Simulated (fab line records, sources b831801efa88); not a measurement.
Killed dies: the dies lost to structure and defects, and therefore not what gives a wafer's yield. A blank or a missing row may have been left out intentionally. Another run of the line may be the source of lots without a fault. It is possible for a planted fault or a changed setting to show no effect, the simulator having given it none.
fab line records / flow sky130
record lots=14 wafers=42 last-day=50
route steps=708 shown VIA4@651 PAD_OPEN@708
lots with no fault: from the same line, run without faults
start-h: hours from the record's first day to the start of the lot's first wafer shown / wait-h: hours elapsed since this lot's preceding step / " same as the row above / L1.1+2: one row covering several wafers at once / - no value, or no start was given / * or withheld: withheld / < > ~ a bound
route shown NAME@n: NAME is a module with steps in the file, n the number in the route of the first one / usual: the fault-free wafers' mean and standard deviation / same: alike in all rows / chamber/n: place in a boat / sites: the reading at each site / _std_site: the values' standard deviation / _edge_site: outer sites' mean less inner sites' / radius-mm: for every site, how far away it sits from the centre of the wafer / mask NAME#n: copy n / behind: the last tool/chamber to shape the wafer / hold: cause of the lot's hold/its duration in hours/its outcome / device: the transistor (n, p or np) that didn't switch / end of line: at the end of the route, the tests of the same wafers / where a step has no rows: the recipe by itself / killed: dies lost to structure and defects at the first sort, not the wafer's yield / map: shows each die of a wafer: x if killed, . if not, _ if none is there
set.NAME: the run value of the setting; set.NAME@STEP: its run value at that earlier step / model.NAME: the simulator's own value behind a step, which no gauge read
the route's steps for a sample of lots (tables are steps, rows are wafers)
services: when a tool's chamber went out of use (start-h, in hours from the record's first day, below 0 if earlier), for how many hours, and the reason
## steps
# step SKY_VIA4_ETCH_12
# recipe target=SiO2 chemistry=C4F8/O2/Ar stop-on=TiN mask-material=NOVOLAK source-w=1500 bias-w=1200 pressure-mtorr=40 c4f8-flow-sccm=withheld O2_flow_sccm=6 Ar_flow_sccm=300 time-s=withheld target-depth-a=5800
# usual oes-product-au=0.925/0.0046 rf-fwd-power-W=1491/5.1
lot.wafer=L399.3 tool=rie-diel-02 chamber=2 start-h=1003.84 wait-h=0.0 oes-product-au=0.926 rf-fwd-power-W=1496
lot.wafer=L399.4 tool=rie-diel-02 chamber=1 start-h=1003.84 wait-h=0.0 oes-product-au=0.929 rf-fwd-power-W=1492
lot.wafer=L399.5 tool=rie-diel-02 chamber=3 start-h=1003.84 wait-h=0.0 oes-product-au=0.928 rf-fwd-power-W=1493
lot.wafer=L401.3 tool=rie-diel-02 chamber=3 start-h=1014.39 wait-h=0.0 oes-product-au=0.922 rf-fwd-power-W=1485
lot.wafer=L401.4 tool=rie-diel-02 chamber=1 start-h=1014.39 wait-h=0.0 oes-product-au=0.920 rf-fwd-power-W=1491
lot.wafer=L401.6 tool=rie-diel-02 chamber=2 start-h=1014.39 wait-h=0.0 oes-product-au=0.926 rf-fwd-power-W=1489
lot.wafer=L402.1 tool=rie-diel-04 chamber=2 start-h=1020.60 wait-h=0.0 oes-product-au=0.927 rf-fwd-power-W=1490
lot.wafer=L402.2 tool=rie-diel-04 chamber=3 start-h=1020.60 wait-h=0.0 oes-product-au=0.935 rf-fwd-power-W=1484
lot.wafer=L402.6 tool=rie-diel-04 chamber=0 start-h=1020.60 wait-h=0.0 oes-product-au=0.931 rf-fwd-power-W=1501
lot.wafer=L403.4 tool=rie-diel-01 chamber=2 start-h=1045.95 wait-h=0.0 oes-product-au=0.922 rf-fwd-power-W=1491
lot.wafer=L403.5 tool=rie-diel-01 chamber=1 start-h=1045.95 wait-h=0.0 oes-product-au=0.928 rf-fwd-power-W=1493
lot.wafer=L403.6 tool=rie-diel-01 chamber=0 start-h=1045.95 wait-h=0.0 oes-product-au=0.927 rf-fwd-power-W=1496
lot.wafer=L404.3 tool=rie-diel-02 chamber=2 start-h=1051.30 wait-h=0.0 oes-product-au=0.933 rf-fwd-power-W=1488
lot.wafer=L404.5 tool=rie-diel-02 chamber=0 start-h=1051.30 wait-h=0.0 oes-product-au=0.935 rf-fwd-power-W=1499
lot.wafer=L404.6 tool=rie-diel-02 chamber=3 start-h=1051.30 wait-h=0.0 oes-product-au=0.918 rf-fwd-power-W=1497
lot.wafer=L410.2 tool=rie-diel-04 chamber=1 start-h=1080.25 wait-h=0.0 oes-product-au=0.931 rf-fwd-power-W=1490
lot.wafer=L410.4 tool=rie-diel-04 chamber=0 start-h=1080.25 wait-h=0.0 oes-product-au=0.933 rf-fwd-power-W=1492
lot.wafer=L410.5 tool=rie-diel-04 chamber=2 start-h=1080.25 wait-h=0.0 oes-product-au=0.927 rf-fwd-power-W=1489
lot.wafer=L411.3 tool=rie-diel-02 chamber=3 start-h=1088.75 wait-h=0.0 oes-product-au=0.930 rf-fwd-power-W=1495
lot.wafer=L411.4 tool=rie-diel-02 chamber=0 start-h=1088.75 wait-h=0.0 oes-product-au=0.930 rf-fwd-power-W=1494
lot.wafer=L411.5 tool=rie-diel-02 chamber=0 start-h=1088.75 wait-h=0.0 oes-product-au=0.927 rf-fwd-power-W=1499
lot.wafer=L413.1 tool=rie-diel-02 chamber=2 start-h=1098.90 wait-h=0.0 oes-product-au=0.926 rf-fwd-power-W=1489
lot.wafer=L413.5 tool=rie-diel-02 chamber=3 start-h=1098.90 wait-h=0.0 oes-product-au=0.930 rf-fwd-power-W=1496
lot.wafer=L413.6 tool=rie-diel-02 chamber=0 start-h=1098.90 wait-h=0.0 oes-product-au=0.923 rf-fwd-power-W=1505
lot.wafer=L414.3 tool=rie-diel-01 chamber=3 start-h=1099.24 wait-h=0.0 oes-product-au=0.925 rf-fwd-power-W=1493
lot.wafer=L414.4 tool=rie-diel-01 chamber=0 start-h=1099.24 wait-h=0.0 oes-product-au=0.934 rf-fwd-power-W=1495
lot.wafer=L414.6 tool=rie-diel-01 chamber=2 start-h=1099.24 wait-h=0.0 oes-product-au=0.927 rf-fwd-power-W=1492
lot.wafer=L415.1 tool=rie-diel-04 chamber=2 start-h=1100.34 wait-h=0.0 oes-product-au=0.936 rf-fwd-power-W=1492
lot.wafer=L415.5 tool=rie-diel-04 chamber=3 start-h=1100.34 wait-h=0.0 oes-product-au=0.929 rf-fwd-power-W=1483
lot.wafer=L415.6 tool=rie-diel-04 chamber=2 start-h=1100.34 wait-h=0.0 oes-product-au=0.924 rf-fwd-power-W=1492
lot.wafer=L417.2 tool=rie-diel-04 chamber=3 start-h=1115.44 wait-h=0.0 oes-product-au=0.919 rf-fwd-power-W=1485
lot.wafer=L417.3 tool=rie-diel-04 chamber=1 start-h=1115.44 wait-h=0.0 oes-product-au=0.922 rf-fwd-power-W=1499
lot.wafer=L417.4 tool=rie-diel-04 chamber=0 start-h=1115.44 wait-h=0.0 oes-product-au=0.923 rf-fwd-power-W=1491
lot.wafer=L418.1 tool=rie-diel-04 chamber=2 start-h=1124.96 wait-h=0.0 oes-product-au=0.926 rf-fwd-power-W=1484
lot.wafer=L418.3 tool=rie-diel-04 chamber=0 start-h=1124.96 wait-h=0.0 oes-product-au=0.929 rf-fwd-power-W=1501
lot.wafer=L418.4 tool=rie-diel-04 chamber=1 start-h=1124.96 wait-h=0.0 oes-product-au=0.929 rf-fwd-power-W=1496
lot.wafer=L421.2 tool=rie-diel-04 chamber=2 start-h=1138.29 wait-h=0.0 oes-product-au=0.918 rf-fwd-power-W=1489
lot.wafer=L421.4 tool=rie-diel-04 chamber=1 start-h=1138.29 wait-h=0.0 oes-product-au=0.932 rf-fwd-power-W=1499
lot.wafer=L421.6 tool=rie-diel-04 chamber=2 start-h=1138.29 wait-h=0.0 oes-product-au=0.925 rf-fwd-power-W=1486
lot.wafer=L420.2 tool=rie-diel-01 chamber=3 start-h=1139.84 wait-h=0.0 oes-product-au=0.929 rf-fwd-power-W=1489
lot.wafer=L420.4 tool=rie-diel-01 chamber=1 start-h=1139.84 wait-h=0.0 oes-product-au=0.922 rf-fwd-power-W=1496
lot.wafer=L420.6 tool=rie-diel-01 chamber=2 start-h=1139.84 wait-h=0.0 oes-product-au=0.935 rf-fwd-power-W=1479
# step SKY_PAD_OPEN_PROBE_99
# usual defect-limited-yield=82.7/1.9 killed_at_M0_to_M3=43/6.8 killed_at_M4_up=3.0/1.8 killed-at-contacts=23/5.4 killed-at-front-end=15/4.4 killed-at-other=0.3/0.51 killed-dies=85/9.2 killed-on-rim=17/3.7 killed-open=47/6.8 killed-short=39/6.8 sort_bin_3_pad_short=0.8/0.43 sort_bin_5_function=10.3/1.5 sort_bin_6_memory=6.2/0.96 sort-n-pass=407/9.2 sort-yield-pct=82.7/1.9
# same gross-dies=492 killed-at-back-side=0 sort_bin_4_leakage[%]=0 sort_bin_8_speed[%]=0
lot.wafer=L399.3 tool=prober-02 chamber=- start-h=1075.12 wait-h=0.2 defect-limited-yield[%]=81.5 killed_at_M0_to_M3=39 killed_at_M4_up=3 killed-at-contacts=31 killed-at-front-end=18 killed-at-other=0 killed-dies=91 killed-on-rim=21 killed-open=58 killed-short=33 sort_bin_3_pad_short[%]=0.6 sort_bin_5_function[%]=9.8 sort_bin_6_memory[%]=8.1 sort-n-pass=401 sort-yield-pct[%]=81.5
lot.wafer=L399.4 tool=prober-02 chamber=- start-h=1075.17 wait-h=0.2 defect-limited-yield[%]=82.9 killed_at_M0_to_M3=39 killed_at_M4_up=4 killed-at-contacts=25 killed-at-front-end=16 killed-at-other=0 killed-dies=84 killed-on-rim=18 killed-open=45 killed-short=39 sort_bin_3_pad_short[%]=0.6 sort_bin_5_function[%]=11.2 sort_bin_6_memory[%]=5.3 sort-n-pass=408 sort-yield-pct[%]=82.9
lot.wafer=L399.5 tool=prober-02 chamber=- start-h=1075.22 wait-h=0.2 defect-limited-yield[%]=82.1 killed_at_M0_to_M3=33 killed_at_M4_up=6 killed-at-contacts=33 killed-at-front-end=16 killed-at-other=0 killed-dies=88 killed-on-rim=20 killed-open=49 killed-short=39 sort_bin_3_pad_short[%]=0.8 sort_bin_5_function[%]=11.0 sort_bin_6_memory[%]=6.1 sort-n-pass=404 sort-yield-pct[%]=82.1
lot.wafer=L411.3 tool=prober-02 chamber=- start-h=1152.39 wait-h=0.2 defect-limited-yield[%]=75.0 killed_at_M0_to_M3=38 killed_at_M4_up=54 killed-at-contacts=11 killed-at-front-end=20 killed-at-other=0 killed-dies=123 killed-on-rim=22 killed-open=34 killed-short=39 sort_bin_3_pad_short[%]=4.9 sort_bin_5_function[%]=13.2 sort_bin_6_memory[%]=6.9 sort-n-pass=369 sort-yield-pct[%]=75.0
lot.wafer=L411.4 tool=prober-02 chamber=- start-h=1152.44 wait-h=0.2 defect-limited-yield[%]=75.4 killed_at_M0_to_M3=41 killed_at_M4_up=47 killed-at-contacts=17 killed-at-front-end=15 killed-at-other=1 killed-dies=121 killed-on-rim=29 killed-open=40 killed-short=37 sort_bin_3_pad_short[%]=4.1 sort_bin_5_function[%]=13.6 sort_bin_6_memory[%]=6.9 sort-n-pass=371 sort-yield-pct[%]=75.4
lot.wafer=L411.5 tool=prober-02 chamber=- start-h=1152.49 wait-h=0.2 defect-limited-yield[%]=73.6 killed_at_M0_to_M3=43 killed_at_M4_up=43 killed-at-contacts=27 killed-at-front-end=17 killed-at-other=0 killed-dies=130 killed-on-rim=35 killed-open=51 killed-short=39 sort_bin_3_pad_short[%]=4.3 sort_bin_5_function[%]=14.6 sort_bin_6_memory[%]=7.5 sort-n-pass=362 sort-yield-pct[%]=73.6
lot.wafer=L413.1 tool=prober-02 chamber=- start-h=1162.78 wait-h=0.1 defect-limited-yield[%]=70.1 killed_at_M0_to_M3=38 killed_at_M4_up=64 killed-at-contacts=29 killed-at-front-end=16 killed-at-other=0 killed-dies=147 killed-on-rim=27 killed-open=50 killed-short=35 sort_bin_3_pad_short[%]=4.1 sort_bin_5_function[%]=18.9 sort_bin_6_memory[%]=6.9 sort-n-pass=345 sort-yield-pct[%]=70.1
lot.wafer=L413.5 tool=prober-02 chamber=- start-h=1162.98 wait-h=0.2 defect-limited-yield[%]=70.7 killed_at_M0_to_M3=48 killed_at_M4_up=55 killed-at-contacts=25 killed-at-front-end=15 killed-at-other=1 killed-dies=144 killed-on-rim=29 killed-open=54 killed-short=37 sort_bin_3_pad_short[%]=3.9 sort_bin_5_function[%]=19.1 sort_bin_6_memory[%]=6.3 sort-n-pass=348 sort-yield-pct[%]=70.7
lot.wafer=L413.6 tool=prober-02 chamber=- start-h=1163.03 wait-h=0.2 defect-limited-yield[%]=79.1 killed_at_M0_to_M3=28 killed_at_M4_up=49 killed-at-contacts=11 killed-at-front-end=14 killed-at-other=1 killed-dies=103 killed-on-rim=34 killed-open=35 killed-short=23 sort_bin_3_pad_short[%]=2.6 sort_bin_5_function[%]=13.2 sort_bin_6_memory[%]=5.1 sort-n-pass=389 sort-yield-pct[%]=79.1
lot.wafer=L415.1 tool=prober-02 chamber=- start-h=1164.28 wait-h=0.1 defect-limited-yield[%]=84.1 killed_at_M0_to_M3=44 killed_at_M4_up=2 killed-at-contacts=17 killed-at-front-end=15 killed-at-other=0 killed-dies=78 killed-on-rim=13 killed-open=47 killed-short=31 sort_bin_3_pad_short[%]=0.2 sort_bin_5_function[%]=9.8 sort_bin_6_memory[%]=5.9 sort-n-pass=414 sort-yield-pct[%]=84.1
lot.wafer=L415.5 tool=prober-02 chamber=- start-h=1164.48 wait-h=0.2 defect-limited-yield[%]=85.2 killed_at_M0_to_M3=37 killed_at_M4_up=1 killed-at-contacts=22 killed-at-front-end=13 killed-at-other=0 killed-dies=73 killed-on-rim=12 killed-open=43 killed-short=30 sort_bin_3_pad_short[%]=0.2 sort_bin_5_function[%]=9.3 sort_bin_6_memory[%]=5.3 sort-n-pass=419 sort-yield-pct[%]=85.2
lot.wafer=L415.6 tool=prober-02 chamber=- start-h=1164.53 wait-h=0.2 defect-limited-yield[%]=83.7 killed_at_M0_to_M3=46 killed_at_M4_up=1 killed-at-contacts=19 killed-at-front-end=14 killed-at-other=0 killed-dies=80 killed-on-rim=16 killed-open=30 killed-short=50 sort_bin_3_pad_short[%]=1.4 sort_bin_5_function[%]=9.8 sort_bin_6_memory[%]=5.1 sort-n-pass=412 sort-yield-pct[%]=83.7
lot.wafer=L417.2 tool=prober-02 chamber=- start-h=1176.48 wait-h=0.1 defect-limited-yield[%]=79.7 killed_at_M0_to_M3=56 killed_at_M4_up=1 killed-at-contacts=26 killed-at-front-end=17 killed-at-other=0 killed-dies=100 killed-on-rim=24 killed-open=45 killed-short=55 sort_bin_3_pad_short[%]=1.2 sort_bin_5_function[%]=13.0 sort_bin_6_memory[%]=6.1 sort-n-pass=392 sort-yield-pct[%]=79.7
lot.wafer=L417.3 tool=prober-02 chamber=- start-h=1176.53 wait-h=0.2 defect-limited-yield[%]=80.3 killed_at_M0_to_M3=46 killed_at_M4_up=2 killed-at-contacts=25 killed-at-front-end=24 killed-at-other=0 killed-dies=97 killed-on-rim=22 killed-open=51 killed-short=46 sort_bin_3_pad_short[%]=1.0 sort_bin_5_function[%]=11.0 sort_bin_6_memory[%]=7.7 sort-n-pass=395 sort-yield-pct[%]=80.3
lot.wafer=L417.4 tool=prober-02 chamber=- start-h=1176.58 wait-h=0.2 defect-limited-yield[%]=79.5 killed_at_M0_to_M3=47 killed_at_M4_up=6 killed-at-contacts=27 killed-at-front-end=21 killed-at-other=0 killed-dies=101 killed-on-rim=21 killed-open=56 killed-short=45 sort_bin_3_pad_short[%]=0.4 sort_bin_5_function[%]=11.2 sort_bin_6_memory[%]=8.9 sort-n-pass=391 sort-yield-pct[%]=79.5
lot.wafer=L418.1 tool=prober-01 chamber=- start-h=1183.36 wait-h=0.1 defect-limited-yield[%]=80.1 killed_at_M0_to_M3=52 killed_at_M4_up=4 killed-at-contacts=30 killed-at-front-end=12 killed-at-other=0 killed-dies=98 killed-on-rim=22 killed-open=49 killed-short=49 sort_bin_3_pad_short[%]=1.6 sort_bin_5_function[%]=11.4 sort_bin_6_memory[%]=6.9 sort-n-pass=394 sort-yield-pct[%]=80.1
lot.wafer=L418.3 tool=prober-01 chamber=- start-h=1183.46 wait-h=0.2 defect-limited-yield[%]=80.7 killed_at_M0_to_M3=45 killed_at_M4_up=3 killed-at-contacts=25 killed-at-front-end=21 killed-at-other=1 killed-dies=95 killed-on-rim=23 killed-open=52 killed-short=43 sort_bin_3_pad_short[%]=0.8 sort_bin_5_function[%]=10.8 sort_bin_6_memory[%]=7.7 sort-n-pass=397 sort-yield-pct[%]=80.7
lot.wafer=L418.4 tool=prober-01 chamber=- start-h=1183.51 wait-h=0.2 defect-limited-yield[%]=82.3 killed_at_M0_to_M3=51 killed_at_M4_up=5 killed-at-contacts=21 killed-at-front-end=10 killed-at-other=0 killed-dies=87 killed-on-rim=16 killed-open=39 killed-short=48 sort_bin_3_pad_short[%]=1.6 sort_bin_5_function[%]=10.0 sort_bin_6_memory[%]=6.1 sort-n-pass=405 sort-yield-pct[%]=82.3
lot.wafer=L420.2 tool=prober-02 chamber=- start-h=1197.92 wait-h=0.1 defect-limited-yield[%]=83.5 killed_at_M0_to_M3=40 killed_at_M4_up=5 killed-at-contacts=24 killed-at-front-end=12 killed-at-other=0 killed-dies=81 killed-on-rim=16 killed-open=44 killed-short=37 sort_bin_3_pad_short[%]=1.2 sort_bin_5_function[%]=8.9 sort_bin_6_memory[%]=6.3 sort-n-pass=411 sort-yield-pct[%]=83.5
lot.wafer=L420.4 tool=prober-02 chamber=- start-h=1198.02 wait-h=0.2 defect-limited-yield[%]=82.5 killed_at_M0_to_M3=46 killed_at_M4_up=2 killed-at-contacts=20 killed-at-front-end=18 killed-at-other=0 killed-dies=86 killed-on-rim=13 killed-open=45 killed-short=41 sort_bin_3_pad_short[%]=2.0 sort_bin_5_function[%]=10.6 sort_bin_6_memory[%]=4.9 sort-n-pass=406 sort-yield-pct[%]=82.5
lot.wafer=L420.6 tool=prober-02 chamber=- start-h=1198.12 wait-h=0.2 defect-limited-yield[%]=82.7 killed_at_M0_to_M3=36 killed_at_M4_up=2 killed-at-contacts=26 killed-at-front-end=21 killed-at-other=0 killed-dies=85 killed-on-rim=8 killed-open=46 killed-short=39 sort_bin_3_pad_short[%]=0.6 sort_bin_5_function[%]=10.4 sort_bin_6_memory[%]=6.3 sort-n-pass=407 sort-yield-pct[%]=82.7
# killed by level:class
L399.3 CONTACT:geometric-particle:open=13 VIA1:geometric-particle:open=12 LI_CONTACT:geometric-particle:open=9 VIA2:geometric-particle:open=6 CONTACT:geometric-particle:short=5 FIELD_ISO:geometric-particle:open=4 POLY_GATE:geometric-particle:short=4 METAL2:geometric-particle:short=4
L399.4 VIA1:geometric-particle:open=11 CONTACT:geometric-particle:open=9 LI_CONTACT:geometric-particle:open=6 FIELD_ISO:geometric-particle:short=5 FIELD_ISO:geometric-particle:open=5 CONTACT:geometric-particle:short=5 METAL1:geometric-particle:short=5 VIA3:geometric-particle:open=5
L399.5 CONTACT:geometric-particle:open=12 LI_CONTACT:geometric-particle:open=8 METAL2:geometric-particle:short=8 VIA1:geometric-particle:open=7 FIELD_ISO:geometric-particle:open=5 LOCAL_INTERCONNECT:geometric-particle:short=5 VIA3:geometric-particle:open=5 METAL4:geometric-particle:short=5
L411.3 VIA4:unspecified=50 POLY_GATE:geometric-particle:open=6 VIA1:geometric-particle:open=6 VIA2:geometric-particle:open=6 POLY_GATE:geometric-particle:short=5 CONTACT:geometric-particle:open=5 VIA3:geometric-particle:short=4 METAL1:geometric-particle:short=4
L411.4 VIA4:unspecified=44 VIA2:geometric-particle:open=10 VIA1:geometric-particle:open=8 METAL1:geometric-particle:short=7 LOCAL_INTERCONNECT:geometric-particle:short=5 POLY_GATE:geometric-particle:open=4 CONTACT:geometric-particle:open=4 METAL2:geometric-particle:short=4
L411.5 VIA4:unspecified=40 VIA1:geometric-particle:open=12 CONTACT:geometric-particle:open=8 LOCAL_INTERCONNECT:geometric-particle:short=6 LI_CONTACT:geometric-particle:open=6 METAL1:geometric-particle:short=6 VIA3:geometric-particle:open=6 CONTACT:geometric-particle:short=5
L413.1 VIA4:unspecified=62 CONTACT:geometric-particle:open=13 VIA1:geometric-particle:open=11 POLY_GATE:geometric-particle:open=6 LOCAL_INTERCONNECT:geometric-particle:short=6 METAL2:geometric-particle:short=6 CONTACT:geometric-particle:short=6 FIELD_ISO:geometric-particle:open=5
L413.5 VIA4:unspecified=53 VIA1:geometric-particle:open=14 CONTACT:geometric-particle:open=10 METAL2:geometric-particle:short=9 FIELD_ISO:geometric-particle:open=5 LI_CONTACT:geometric-particle:open=5 VIA2:geometric-particle:open=5 VIA3:geometric-particle:open=5
L413.6 VIA4:unspecified=45 VIA1:geometric-particle:open=8 LI_CONTACT:geometric-particle:open=4 FIELD_ISO:geometric-particle:open=4 POLY_GATE:geometric-particle:short=4 VIA1:geometric-particle:short=4 METAL2:geometric-particle:open=4 VIA2:geometric-particle:open=4
L415.1 VIA1:geometric-particle:open=17 CONTACT:geometric-particle:open=8 FIELD_ISO:geometric-particle:short=5 METAL1:geometric-particle:short=5 VIA2:geometric-particle:open=5 FIELD_ISO:geometric-particle:open=4 POLY_GATE:geometric-particle:short=4 LI_CONTACT:geometric-particle:open=4
L415.5 VIA2:geometric-particle:open=13 VIA1:geometric-particle:open=7 METAL2:geometric-particle:short=6 LI_CONTACT:geometric-particle:open=6 CONTACT:geometric-particle:open=6 CONTACT:geometric-particle:short=5 METAL1:geometric-particle:short=4 LOCAL_INTERCONNECT:geometric-particle:open=4
L415.6 METAL1:geometric-particle:short=13 VIA1:geometric-particle:short=9 FIELD_ISO:geometric-particle:short=7 VIA1:geometric-particle:open=7 LI_CONTACT:geometric-particle:short=5 LI_CONTACT:geometric-particle:open=5 CONTACT:geometric-particle:short=4 METAL2:geometric-particle:open=4
L417.2 CONTACT:geometric-particle:open=10 METAL1:geometric-particle:short=10 VIA1:geometric-particle:open=10 VIA2:geometric-particle:open=10 POLY_GATE:geometric-particle:short=9 LI_CONTACT:geometric-particle:open=8 METAL2:geometric-particle:short=6 VIA1:geometric-particle:short=5
L417.3 POLY_GATE:geometric-particle:open=10 METAL1:geometric-particle:short=10 VIA1:geometric-particle:open=10 VIA2:geometric-particle:open=7 CONTACT:geometric-particle:open=6 VIA3:geometric-particle:open=6 FIELD_ISO:geometric-particle:short=5 POLY_GATE:geometric-particle:short=5
L417.4 CONTACT:geometric-particle:open=9 LI_CONTACT:geometric-particle:open=8 METAL1:geometric-particle:short=8 VIA3:geometric-particle:open=8 VIA1:geometric-particle:open=7 VIA2:geometric-particle:open=7 FIELD_ISO:geometric-particle:short=5 LOCAL_INTERCONNECT:geometric-particle:short=5
L418.1 VIA1:geometric-particle:open=12 METAL2:geometric-particle:short=12 LOCAL_INTERCONNECT:geometric-particle:short=8 METAL3:geometric-particle:short=7 CONTACT:geometric-particle:open=7 VIA3:geometric-particle:open=7 VIA2:geometric-particle:open=6 LI_CONTACT:geometric-particle:short=5
L418.3 VIA1:geometric-particle:open=13 CONTACT:geometric-particle:open=11 LI_CONTACT:geometric-particle:open=7 METAL1:geometric-particle:short=7 VIA1:geometric-particle:short=7 METAL2:geometric-particle:short=6 FIELD_ISO:geometric-particle:short=5 VIA2:geometric-particle:open=5
L418.4 METAL1:geometric-particle:short=10 VIA1:geometric-particle:open=9 CONTACT:geometric-particle:open=7 VIA3:geometric-particle:open=7 METAL2:geometric-particle:short=6 LI_CONTACT:geometric-particle:short=5 VIA3:geometric-particle:short=5 FIELD_ISO:geometric-particle:open=4
L420.2 CONTACT:geometric-particle:open=9 VIA3:geometric-particle:open=8 LI_CONTACT:geometric-particle:open=7 VIA1:geometric-particle:open=6 METAL2:geometric-particle:short=6 POLY_GATE:geometric-particle:short=4 CONTACT:geometric-particle:short=4 VIA1:geometric-particle:short=4
L420.4 VIA1:geometric-particle:open=9 VIA3:geometric-particle:open=8 CONTACT:geometric-particle:open=8 FIELD_ISO:geometric-particle:short=7 VIA2:geometric-particle:open=6 LI_CONTACT:geometric-particle:open=6 FIELD_ISO:geometric-particle:open=4 VIA1:geometric-particle:short=4
L420.6 CONTACT:geometric-particle:open=10 FIELD_ISO:geometric-particle:open=8 VIA2:geometric-particle:open=7 CONTACT:geometric-particle:short=7 VIA1:geometric-particle:open=7 FIELD_ISO:geometric-particle:short=4 POLY_GATE:geometric-particle:short=4 POLY_GATE:geometric-particle:open=4
## services
tool=rie-diel-04 chamber=3 start-h=980.89 hours=3.2 kind=repair
tool=rie-diel-04 chamber=1 start-h=1018.24 hours=9.8 kind=repair
tool=rie-diel-01 chamber=- start-h=1049.45 hours=4.3 kind=pm
tool=rie-diel-01 chamber=3 start-h=1055.42 hours=2.0 kind=repair
tool=rie-diel-04 chamber=0 start-h=1073.44 hours=4.2 kind=repair
tool=rie-diel-04 chamber=0 start-h=1078.70 hours=1.5 kind=repair
tool=rie-diel-04 chamber=- start-h=1083.23 hours=0.9 kind=repair
tool=rie-diel-04 chamber=- start-h=1093.01 hours=1.7 kind=repair
tool=rie-diel-02 chamber=0 start-h=1133.92 hours=7.3 kind=repair
tool=rie-diel-01 chamber=0 start-h=1134.17 hours=8.2 kind=repair
## key
first-sign step=SKY_PAD_OPEN_PROBE_99 reading=killed_at_M4_up direction=up sigmas=27 usual=3.0 struck=52
effect step=SKY_PAD_OPEN_PROBE_99 reading=sort_bin_3_pad_short direction=up sigmas=7.2 usual=0.8 struck=4.0
met-at SKY_VIA4_ETCH_12
struck-lots L411,L413
onset-between 1051.30 1088.75
fault kind=chamber-particle-source tool=rie-diel-02 chamber=- onset-h=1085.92 steps=SKY_VIA4_ETCH_12 rate-per-visit-cm2=1.9302 end-h=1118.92
